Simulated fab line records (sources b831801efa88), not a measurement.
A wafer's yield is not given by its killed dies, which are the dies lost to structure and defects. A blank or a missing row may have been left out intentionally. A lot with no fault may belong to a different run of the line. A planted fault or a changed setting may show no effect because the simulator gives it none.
Chamber matching	flow gf180mcu	4 sister chambers for GF_V4_ETCH_16 on rie diel-03
The step etches BARC in N2/H2. 20 wafers are shown with their chamber, then 10 later ones without.

== WAFERS WITH THEIR CHAMBER ==
wafer	chamber	drypump motor current A (A)	oes product au (a.u.)	throttle valve pct (%)
L074.1	1	5.96	0.853	13.229
L074.5	1	5.97	0.851	13.237
L074.6	2	5.26	0.855	13.223
L076.4	1	5.94	0.851	13.218
L076.5	1	5.94	0.854	13.222
L076.6	2	5.26	0.870	13.231
L078.3	2	5.26	0.853	13.227
L078.5	3	5.78	0.853	13.225
L078.6	2	5.26	0.860	13.225
L080.1	1	5.96	0.856	13.230
L080.3	2	5.25	0.856	13.216
L080.4	2	5.25	0.856	13.216
L083.2	2	5.25	0.864	13.214
L083.3	3	5.79	0.856	13.214
L083.4	1	5.97	0.856	13.217
L086.1	0	5.80	0.855	13.220
L086.3	3	5.83	0.865	13.220
L086.6	1	5.97	0.857	13.217
L088.1	3	5.79	0.855	13.238
L088.2	0	5.77	0.864	13.220

SIGNATURES (averages over the wafers above)
reading	chamber 0	chamber 1	chamber 2	chamber 3	scatter within a chamber
drypump motor current A	5.7850	5.9586	5.2557	5.7975	0.0141
oes product au	0.85950	0.85400	0.85914	0.85725	0.00486
throttle valve pct	13.22000	13.22429	13.22171	13.22425	0.00763
Rule: for a wafer and a chamber, the distance is found by dividing, reading by reading, the gap between the wafer's reading and the chamber's mean by the reading's scatter, squaring, summing and taking the root. The wafer belongs to the nearest chamber; if the next one is less than 2 further off, it can't be placed. The scatter is the square root of a quotient: the sum, over the shown wafers, of each reading's squared deviation from its chamber's mean, divided by wafers minus chambers.

== WAFERS WITHOUT THEIR CHAMBER ==
wafer	drypump motor current A (A)	oes product au (a.u.)	throttle valve pct (%)
L088.3	5.26	0.859	13.236
L088.4	5.79	0.847	13.230
L088.5	5.26	0.855	13.213
L088.6	5.78	0.862	13.206
L091.1	5.75	0.850	13.208
L091.5	5.26	0.855	13.216
L091.6	5.97	0.862	13.227
L094.1	5.26	0.855	13.234
L094.4	5.78	0.848	13.220
L094.6	5.98	0.863	13.219

== CHAMBER TAKEN BY EACH ==
wafer	from the rows above	in truth
L088.3	2	2
L088.4	can't be placed: 3 or 0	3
L088.5	2	2
L088.6	can't be placed: 0 or 3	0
L091.1	can't be placed: 0 or 3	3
L091.5	2	2
L091.6	1	1
L094.1	2	2
L094.4	can't be placed: 3 or 0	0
L094.6	1	1
Placed correctly: 6 of 10. Can't be placed from these rows: 4 (the true chamber is among the candidates in 4). Wrongly placed: 0.
